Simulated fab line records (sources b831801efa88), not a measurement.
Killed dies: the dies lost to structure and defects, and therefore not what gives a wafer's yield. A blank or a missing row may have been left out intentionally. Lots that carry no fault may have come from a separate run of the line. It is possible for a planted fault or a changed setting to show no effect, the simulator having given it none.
fab line records	flow sfq_line	part 2 of 2: steps 28 to 38 of 38
record lots=5	wafers=15	last_day=91
route steps=325 shown M4@160 I4@163 JJ@178 M5@198
lots that met no fault: taken from a fault-free run of the same line
start_h: start of the lot's first displayed wafer, in hours after the record's first day	wait_h: time in hours since the lot's previous step	" same as the row above	L1.1+2: a single row standing in for several wafers	- no value, or no start given	* or withheld: withheld	< > ~ a bound
route shown NAME@n: a module of which the file shows steps, and the number in the route of the first	usual: mean/standard deviation of fault-free wafers	same: alike in all rows	chamber/n: place in a boat	sites: the reading at each site	_std_site: how widely they spread, as a standard deviation	_edge_site: mean of outer sites minus mean of inner sites	radius_mm: how far each site lies from the wafer's centre	mask NAME#n: copy n	behind: tool/chamber where the wafer was last shaped	hold: the reason the lot was held/the length of the hold in hours/how it ended	device: transistor that didn't switch, given as n, p or np	end of line: the same wafers' tests at the end of the route	a step without rows: its recipe alone	killed: not the wafer's yield, but the dies lost to structure and defects at the first sort	map: per-die view of a wafer (x killed, . not killed, _ where there is no die)
set.NAME: the run value of the setting; set.NAME@STEP: its run value at that earlier step	model.NAME: the simulator's own value behind a step, which no gauge read
lots at some steps of the route; a table a step, a row a wafer
services: when a tool's chamber went out of use (start_h, in hours from the record's first day, below 0 if earlier), for how many hours, and the reason
## steps
# step SFQ_TRILAYER_JJ_CE_LITHO_EXPOSE_115
# recipe mask_id=J5	na=0.6	source_shape=conventional	sigma_outer=0.65	target_cd_nm=700	dose_mj=14.4
# usual stage_vel_mm_s=499.99/0.25
# same sigma_outer=0.65
lot.wafer	tool	chamber	start_h	wait_h	mask	stage_vel_mm_s
L074.1	krf_scanner-01	0	1311.11	-	J5#0	499.95
L074.3	"	0	"	"	J5#0	499.77
L074.6	"	0	"	"	J5#0	499.71
L089.1	krf_scanner-02	0	1564.72	-	J5#0	500.05
L089.2	"	0	"	"	J5#0	500.14
L089.6	"	0	"	"	J5#0	500.19
L091.1	krf_scanner-02	0	1569.52	-	J5#0	499.79
L091.5	"	0	"	"	J5#0	499.86
L091.6	"	0	"	"	J5#0	500.15
L095.3	krf_scanner-02	0	1586.72	-	J5#0	500.35
L095.4	"	0	"	"	J5#0	499.99
L095.6	"	0	"	"	J5#0	499.86
L097.2	krf_scanner-02	0	1616.52	-	J5#0	499.86
L097.3	"	0	"	"	J5#0	499.83
L097.4	"	0	"	"	J5#0	499.60
# step SFQ_TRILAYER_JJ_CE_LITHO_PEB_117
# recipe peb_temp_c=115	peb_time_s=58.8	resist=KrF
# usual plate_temp_C=114.95/0.14
lot.wafer	tool	chamber	start_h	wait_h	plate_temp_C
L074.1	litho_track-03	0	1312.31	1.0	114.82
L074.3	"	0	"	"	114.54
L074.6	"	0	"	"	114.82
L089.1	litho_track-03	0	1565.92	1.0	115.23
L089.2	"	0	"	"	115.10
L089.6	"	0	"	"	115.30
L091.1	litho_track-01	0	1570.72	1.0	114.82
L091.5	"	0	"	"	114.82
L091.6	"	0	"	"	114.72
L095.3	litho_track-03	0	1587.57	0.7	115.03
L095.4	"	0	"	"	114.93
L095.6	"	0	"	"	114.88
L097.2	litho_track-02	0	1617.55	0.8	115.04
L097.3	"	0	"	"	114.97
L097.4	"	0	"	"	114.82
# step SFQ_TRILAYER_JJ_CE_LITHO_DEVELOP_116
# recipe time_s=60	resist=KrF
lot.wafer	tool	chamber	start_h	wait_h
L074.1+3+6	litho_track-03	0	1312.46	0.1
L089.1+2+6	litho_track-03	0	1566.07	0.1
L091.1+5+6	litho_track-01	0	1570.87	0.1
L095.3+4+6	litho_track-03	0	1587.72	0.1
L097.2+3+4	litho_track-02	0	1617.70	0.1
# step SFQ_JJ_OVL_MEAS_931
# usual J5_OVL=-4/5.6
lot.wafer	tool	chamber	start_h	wait_h	J5_OVL[nm]
L074.1	overlay-02	-	1312.61	0.1	9
L074.3	"	-	"	"	2
L074.6	"	-	"	"	3
L089.1	overlay-01	-	1566.22	0.1	-13
L089.2	"	-	"	"	-4
L089.6	"	-	"	"	-4
L091.1	overlay-01	-	1571.02	0.1	-5
L091.5	"	-	"	"	-6
L091.6	"	-	"	"	-10
L095.3	overlay-02	-	1587.84	0.1	-12
L095.4	"	-	"	"	-16
L095.6	"	-	"	"	-13
L097.2	overlay-02	-	1617.83	0.1	1
L097.3	"	-	"	"	6
L097.4	"	-	"	"	-1
# step SFQ_TRILAYER_JJ_CE_METRO_MEASURE_117
# usual cd_nm=702.7/1.3
lot.wafer	tool	chamber	start_h	wait_h	cd_nm
L074.1	cd_sem-02	-	1312.64	0.0	703.4
L074.3	"	-	"	"	702.9
L074.6	"	-	"	"	703.2
L089.1	cd_sem-01	-	1566.26	0.0	702.8
L089.2	"	-	"	"	704.2
L089.6	"	-	"	"	703.0
L091.1	cd_sem-01	-	1571.06	0.0	700.9
L091.5	"	-	"	"	700.7
L091.6	"	-	"	"	700.1
L095.3	cd_sem-01	-	1588.26	0.4	702.1
L095.4	"	-	"	"	701.9
L095.6	"	-	"	"	701.6
L097.2	cd_sem-01	-	1618.06	0.2	704.5
L097.3	"	-	"	"	704.7
L097.4	"	-	"	"	704.0
# step SFQ_TRILAYER_JJ_CE_BARC_OPEN_RIE_150
# recipe mask_material=PR	chemistry=O2	target_depth_nm=240	target=BARC	icp_w=600	bias_w=80	pressure_mtorr=10	time_s=80
# usual drypump_motor_current_A=5.4/0.52	oes_product_au=0.537/0.0046
lot.wafer	tool	chamber	start_h	wait_h	drypump_motor_current_A	oes_product_au	rf_hours_counter_h
L074.1	rie_metal-04	1	1313.84	1.0	5.0	0.545	51
L074.3	"	1	"	"	4.9	0.535	-
L074.6	"	1	"	"	5.0	0.534	-
L089.1	rie_metal-03	1	1567.46	1.0	6.3	0.543	83
L089.2	"	0	"	"	5.0	0.532	125
L089.6	"	1	"	"	6.2	0.529	-
L091.1	rie_metal-03	1	1572.26	1.0	6.2	0.533	83
L091.5	"	0	"	"	5.0	0.542	-
L091.6	"	1	"	"	6.2	0.542	-
L095.3	rie_metal-03	0	1589.09	0.6	5.0	0.537	-
L095.4	"	1	"	"	6.2	0.538	-
L095.6	"	0	"	"	5.0	0.540	-
L097.2	rie_metal-03	1	1619.09	0.8	6.2	0.543	-
L097.3	"	1	"	"	6.2	0.538	-
L097.4	"	1	"	"	6.2	0.540	-
# step SFQ_TRILAYER_JJ_CE_ETCH_RIE_118
# recipe target=Nb	stop_on=Al2O3	mask_material=PR	taper_deg=13.257	over_etch_frac=0.15	time_s=97.7	chemistry=SF6	target_depth_nm=170	icp_w=600	bias_w=80	pressure_mtorr=10
# usual drypump_motor_current_A=5.4/0.52	oes_product_au=0.990/0.0065
lot.wafer	tool	chamber	start_h	wait_h	drypump_motor_current_A	oes_product_au	rf_hours_counter_h
L074.1	rie_metal-04	1	1313.93	0.1	5.0	0.982	51
L074.3	"	1	"	"	5.0	0.995	-
L074.6	"	1	"	"	5.0	0.997	-
L089.1	rie_metal-03	1	1567.55	0.1	6.2	0.996	83
L089.2	"	0	"	"	5.0	0.995	125
L089.6	"	1	"	"	6.2	1.000	-
L091.1	rie_metal-03	1	1572.35	0.1	6.2	0.983	83
L091.5	"	0	"	"	4.9	0.988	-
L091.6	"	1	"	"	6.2	0.984	-
L095.3	rie_metal-03	0	1589.19	0.1	4.9	0.983	-
L095.4	"	1	"	"	6.2	0.989	-
L095.6	"	0	"	"	4.9	0.997	-
L097.2	rie_metal-03	1	1619.28	0.2	6.2	1.002	-
L097.3	"	1	"	"	6.2	0.984	-
L097.4	"	1	"	"	6.2	0.997	-
# step SFQ_TRILAYER_JJ_ANODIZE_ANODIZE_119
# recipe current_density_ma_cm2=withheld	end_current_density_ma_cm2=withheld	bath_temp_c=withheld
lot.wafer	tool	chamber	start_h	wait_h
L074.1+3+6	wet_bench-05	7,4,6	1314.04	0.1
L089.1+2+6	wet_bench-06	4,0,7	1567.66	0.1
L091.1+5+6	wet_bench-06	2,5,6	1572.46	0.1
L095.3+4+6	wet_bench-06	7,3,0	1589.26	0.0
L097.2+3+4	wet_bench-06	3,6,0	1619.46	0.1
# step SFQ_TRILAYER_JJ_CE_STRIP_STRIP_120
# recipe gas=O2	power_w=200	platen_temp_c=40	overash_fraction=0.65	chemistry=O2	pressure_mtorr=50
# usual drypump_motor_current_A=5.3/0.48	oes_product_au=0.999/0.0084	platen_temp_c=39.98/0.11
lot.wafer	tool	chamber	start_h	wait_h	drypump_motor_current_A	oes_product_au	platen_temp_c	rf_hours_counter_h
L074.1	rie_metal-03	1	1314.54	0.0	6.2	0.999	40.09	50
L074.3	"	1	"	"	6.2	0.991	40.04	-
L074.6	"	0	"	"	5.0	1.001	39.97	-
L089.1	rie_metal-02	1	1568.16	0.0	4.8	0.999	39.95	116
L089.2	"	0	"	"	5.7	1.007	39.99	43
L089.6	"	1	"	"	4.8	0.995	40.04	-
L091.1	rie_metal-04	0	1573.46	0.0	5.4	1.007	39.93	41
L091.5	"	1	"	"	4.9	0.983	39.94	-
L091.6	"	0	"	"	5.4	1.000	39.95	-
L095.3	rie_metal-02	1	1589.96	0.2	4.8	0.989	40.05	-
L095.4	"	0	"	"	5.7	1.007	40.08	-
L095.6	"	0	"	"	5.7	1.011	40.22	-
L097.2	rie_metal-02	1	1619.96	0.0	4.8	0.996	39.89	125
L097.3	"	1	"	"	4.8	1.007	39.98	-
L097.4	"	0	"	"	5.7	0.993	39.83	-
# step SFQ_TRILAYER_JJ_CE_STRIP_SOLV_CLEAN_121
# recipe chemistry=NMP	temp_c=70	time_s=600
lot.wafer	tool	chamber	start_h	wait_h
L074.1+3+6	wet_bench-02	1,5,6	1315.14	0.4
L089.1+2+6	wet_bench-03	1,6,4	1568.76	0.4
L091.1+5+6	wet_bench-03	3,2,5	1574.06	0.4
L095.3+4+6	wet_bench-04	0,4,3	1590.36	0.2
L097.2+3+4	wet_bench-02	1,7,3	1620.56	0.4
# step SFQ_TRILAYER_M5_LITHO_COAT_128
# recipe resist=BARC	spin_rpm=3000	resist_thk_nm=62
lot.wafer	tool	chamber	start_h	wait_h
L074.1+3+6	litho_track-04	0	1315.32	0.0
L089.1+2+6	litho_track-01	0	1568.93	0.0
L091.1+5+6	litho_track-04	0	1574.23	0.0
L095.3+4+6	litho_track-02	0	1590.65	0.1
L097.2+3+4	litho_track-01	0	1620.80	0.1
## services
tool	chamber	start_h	hours	kind
rie_diel-03	0	1162.52	1.5	repair
rie_metal-01	1	1168.74	9.6	repair
rie_metal-02	0	1177.78	2.8	repair
rie_metal-02	1	1213.46	10.4	repair
rie_metal-03	1	1221.61	14.0	repair
pvd_sputter-06	-	1246.15	2.8	repair
pvd_sputter-06	-	1284.23	10.0	repair
rie_diel-03	2	1312.25	9.3	repair
rie_metal-03	-	1351.27	0.1	repair
rie_metal-03	-	1381.51	1.1	repair
rie_diel-03	0	1402.28	5.1	repair
rie_metal-02	-	1404.57	1.4	pm
pvd_sputter-03	-	1406.27	2.0	repair
rie_metal-02	0	1411.33	5.8	repair
pvd_sputter-06	-	1414.23	2.0	repair
rie_diel-03	-	1450.88	2.8	pm
rie_metal-02	-	1451.56	0.6	repair
pvd_sputter-06	-	1480.29	2.4	repair
rie_metal-01	-	1503.70	2.8	pm
rie_metal-03	-	1518.38	0.8	repair
rie_metal-01	0	1576.86	2.7	repair
pvd_sputter-06	-	1582.76	1.0	repair
pvd_sputter-06	-	1588.39	4.7	repair
rie_metal-03	-	1599.39	14.6	pm
